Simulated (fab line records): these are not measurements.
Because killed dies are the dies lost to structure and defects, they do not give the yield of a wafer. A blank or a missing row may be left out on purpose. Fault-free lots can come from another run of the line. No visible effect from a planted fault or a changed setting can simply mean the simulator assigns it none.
The tool behind it: which one?	flow sfq_line	Sampling: 15 lots, 44 wafers, 6 of 325 route steps

WHAT THE GAUGES SHOWED, per wafer
SFQ_L0_RS_MEAS_901: measures by four-point-probe. Usual: L0_MONX_KI_RS gives 43.4 ohm/sq (standard deviation 0.37).
lot	measured	on	L0_MONX_KI_RS (ohm/sq)	flag
L220	day 1 12:35	film_metro-04	43.5 43.7 43.5	
L221	day 1 17:36	film_metro-02	43.3 43.2 43.4	
L222	day 1 22:36	film_metro-04	43.1 43.2 43.0	
L223	day 2 03:34	film_metro-02	42.9 42.9 43.1	
L224	day 2 08:35	film_metro-02	43.9 43.7 43.8	
L225	day 2 13:37	film_metro-02	43.5 42.9 43.6	
L226	day 2 18:36	film_metro-02	43.8 43.4 43.4	
L227	day 2 23:34	film_metro-01	42.8 43.4 43.9	
L228	day 3 04:34	film_metro-02	42.9 42.9 43.4	
L229	day 3 09:34	film_metro-01	35.5 43.4	OFF
L231	day 3 19:34	film_metro-01	36.2 43.6 43.9	OFF
L233	day 4 05:34	film_metro-04	36.2 44.1 44.1	OFF
L239	day 5 11:35	film_metro-02	42.7 43.2 43.6	
L240	day 5 16:35	film_metro-04	43.9 44.5 43.7	
L243	day 6 07:35	film_metro-04	42.6 42.9 42.6	

SFQ_L0_THK_MEAS_902: measures by xrf. Usual: L0_MONX_KI_THK gives 40.8 nm (standard deviation 0.39).
lot	measured	on	L0_MONX_KI_THK (nm)	flag
L220	day 1 12:41	film_metro-04	40.6 40.4 40.6	
L221	day 1 17:42	film_metro-02	40.8 40.7 40.7	
L222	day 1 22:42	film_metro-04	41.0 40.7 41.1	
L223	day 2 03:41	film_metro-02	41.2 41.3 41.1	
L224	day 2 08:41	film_metro-02	40.5 40.6 40.4	
L225	day 2 13:43	film_metro-02	40.8 41.2 40.7	
L226	day 2 18:42	film_metro-02	40.6 40.9 40.8	
L227	day 2 23:41	film_metro-01	41.3 40.4 40.0	
L228	day 3 04:41	film_metro-02	41.3 41.2 40.8	
L229	day 3 09:41	film_metro-01	49.8 40.8	OFF
L231	day 3 19:41	film_metro-01	48.9 40.2 40.4	OFF
L233	day 4 05:41	film_metro-04	48.8 40.0 40.0	OFF
L239	day 5 11:41	film_metro-02	41.5 40.8 40.8	
L240	day 5 16:41	film_metro-04	40.2 39.6 40.4	
L243	day 6 07:41	film_metro-04	41.6 41.5 41.7	

SFQ_M2_OVL_MEAS_916. Usual: M2_OVL gives -1 nm (standard deviation 4.9).
lot	measured	on	M2_OVL (nm)	flag
L220	day 23 09:56	overlay-02	2 4 1	
L221	day 23 13:32	overlay-02	6 7 3	
L222	day 23 17:08	overlay-02	-1 1 -2	
L223	day 29 21:49	overlay-02	-8 -4 2	
L224	day 30 07:26	overlay-01	-7 -4 -1	
L225	day 30 14:38	overlay-01	12 2 1	
L226	day 30 18:14	overlay-01	-3 3 -6	
L227	day 30 21:49	overlay-01	-2 -5 0	
L228	day 31 01:25	overlay-02	0 -6 0	
L229	day 31 07:25	overlay-02	1 7	
L231	day 31 12:13	overlay-02	-3 -2 -8	
L233	day 31 18:04	overlay-01	-3 3 -6	
L239	day 32 05:09	overlay-01	3 2 9	
L240	day 32 06:21	overlay-02	-9 -6 -3	
L243	day 32 11:09	overlay-02	-1 -3 1	

SFQ_M4_OVL_MEAS_926. Usual: M4_OVL gives -1 nm (standard deviation 6.2).
lot	measured	on	M4_OVL (nm)	flag
L220	day 36 14:22	overlay-02	6 8 9	
L221	day 36 16:10	overlay-02	-5 1 -2	
L222	day 36 20:58	overlay-02	0 -3 1	
L223	day 37 11:11	overlay-02	-9 -7 -4	
L224	day 37 21:59	overlay-01	3 16 11	
L225	day 38 22:33	overlay-01	1 6 -3	
L226	day 39 06:56	overlay-02	3 4 8	
L227	day 39 09:20	overlay-02	-1 0 -1	
L228	day 44 02:15	overlay-01	-1 7 -2	
L229	day 45 08:15	overlay-01	2 8	
L231	day 45 20:11	overlay-02	-12 -10 -15	
L233	day 49 13:44	overlay-01	6 5 -5	
L239	day 49 22:08	overlay-01	-3 -4 -7	
L240	day 50 00:32	overlay-01	-14 -12 -3	
L243	day 54 22:19	overlay-02	5 12 1	

WHICH TOOL RAN EACH LOT (tool, then ch and the chambers of the sampled wafers, then the start)
lot	SFQ_TRILAYER_L0_DEP_SPUTTER_003	SFQ_TRILAYER_L0_ETCH_METAL_ETCH_008
L220	pvd_sputter-06, day 1 12:29	rie_metal-03 ch 0,1, day 2 10:26
L221	pvd_sputter-05, day 1 17:29	rie_metal-02 ch 0,1, day 2 12:52
L222	pvd_sputter-03, day 1 22:29	rie_metal-01 ch 0,1, day 4 06:53
L223	pvd_sputter-06, day 2 03:29	rie_metal-01 ch 0,1, day 4 16:01
L224	pvd_sputter-05, day 2 08:29	rie_metal-02 ch 0,1, day 5 05:34
L225	pvd_sputter-03, day 2 13:29	rie_metal-02 ch 0, day 5 11:40
L226	pvd_sputter-03, day 2 18:29	rie_metal-02 ch 0, day 5 16:27
L227	pvd_sputter-03, day 2 23:29	rie_metal-01 ch 0,1, day 5 22:22
L228	pvd_sputter-05, day 3 04:29	rie_metal-01 ch 0,1, day 6 04:22
L229	pvd_sputter-03, day 3 09:29	rie_metal-01 ch 0,1, day 6 10:22
L231	pvd_sputter-03, day 3 19:29	rie_metal-01 ch 0,1, day 7 01:56
L233	pvd_sputter-03, day 4 05:29	rie_metal-01 ch 0,1, day 7 13:56
L239	pvd_sputter-05, day 5 11:29	rie_metal-02 ch 0,1, day 9 03:23
L240	pvd_sputter-06, day 5 16:29	rie_metal-01 ch 1, day 9 08:11
L243	pvd_sputter-05, day 6 07:29	rie_metal-02 ch 1, day 10 06:59
- SFQ_TRILAYER_L0_DEP_SPUTTER_003: material MoNx KI, target thk 40 nm, time 100 s.
- SFQ_TRILAYER_L0_ETCH_METAL_ETCH_008: etches MoNx KI in SF6/O2, stops on SiO2, target depth 50 nm, time 25 s.

AS READ BY THE TOOLS THEMSELVES (means over the sampled wafers that have a number; for cases with no such wafer, the mark the record gives instead)
SFQ_TRILAYER_L0_DEP_SPUTTER_003. Usual: throttle_valve_pct 30.0 %, standard deviation 1.6.
lot	tool	throttle_valve_pct (%)	flag
L220	pvd_sputter-06	28.7	
L221	pvd_sputter-05	30.8	
L222	pvd_sputter-03	28.1	
L223	pvd_sputter-06	29.1	
L224	pvd_sputter-05	29.7	
L225	pvd_sputter-03	28.8	
L226	pvd_sputter-03	30.2	
L227	pvd_sputter-03	30.9	
L228	pvd_sputter-05	30.4	
L229	pvd_sputter-03	31.5	
L231	pvd_sputter-03	29.9	
L233	pvd_sputter-03	30.3	
L239	pvd_sputter-05	30.4	
L240	pvd_sputter-06	29.6	
L243	pvd_sputter-05	29.7	

SFQ_TRILAYER_L0_ETCH_METAL_ETCH_008. Usual: drypump_motor_current_A 5.9 A, standard deviation 0.37; oes_product_au 0.875 a.u., standard deviation 0.0059.
lot	tool	drypump_motor_current_A (A)	oes_product_au (a.u.)	flag
L220	rie_metal-03	5.8	0.873	
L221	rie_metal-02	5.6	0.876	
L222	rie_metal-01	5.7	0.879	
L223	rie_metal-01	5.7	0.879	
L224	rie_metal-02	6.1	0.871	
L225	rie_metal-02	6.5	0.880	
L226	rie_metal-02	6.5	0.870	
L227	rie_metal-01	5.8	0.872	
L228	rie_metal-01	5.8	0.878	
L229	rie_metal-01	5.8	0.925	OFF
L231	rie_metal-01	5.7	0.903	OFF
L233	rie_metal-01	5.7	0.902	OFF
L239	rie_metal-02	5.6	0.878	
L240	rie_metal-01	5.8	0.863	
L243	rie_metal-02	5.2	0.882	

THE ANSWER, worked out from the rows above alone
Rule: lot off if the mean of its wafers having a number is beyond 3 standard deviations from the usual mean. A lot without any number at a reading at which 4 lots or more have one is off too. Where the step has rows for the other lots, those lots are counted as sound. Order of review: gauges by route order, followed by the tools' own readings, for which a lot's mean as printed above is used. The first step at which some lot is off is used, and at that step the reading that is off furthest; a lot without a number counts as furthest.
Off: L229, L231, L233, seen at SFQ_L0_RS_MEAS_901 (L0_MONX_KI_RS).
If a tool, at a process step before that reading, ran all the lots that are off and no sound lot after the first of them, it fits. Not tried: the gauges at SFQ_L0_RS_MEAS_901; whatever is off there is also off at SFQ_TRILAYER_L0_ETCH_METAL_ETCH_008, on other tools, and gauge error can't account for it. One fits: pvd_sputter-03 at SFQ_TRILAYER_L0_DEP_SPUTTER_003. Its last sound lot is L227 (day 2 23:29), its first lot that is off L229 (day 3 09:29): a fault that began between those two fits.

WHAT THE SIMULATOR PUT IN
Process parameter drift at SFQ_TRILAYER_L0_DEP_SPUTTER_003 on pvd_sputter-03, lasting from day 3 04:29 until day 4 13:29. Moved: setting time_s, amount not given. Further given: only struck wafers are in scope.
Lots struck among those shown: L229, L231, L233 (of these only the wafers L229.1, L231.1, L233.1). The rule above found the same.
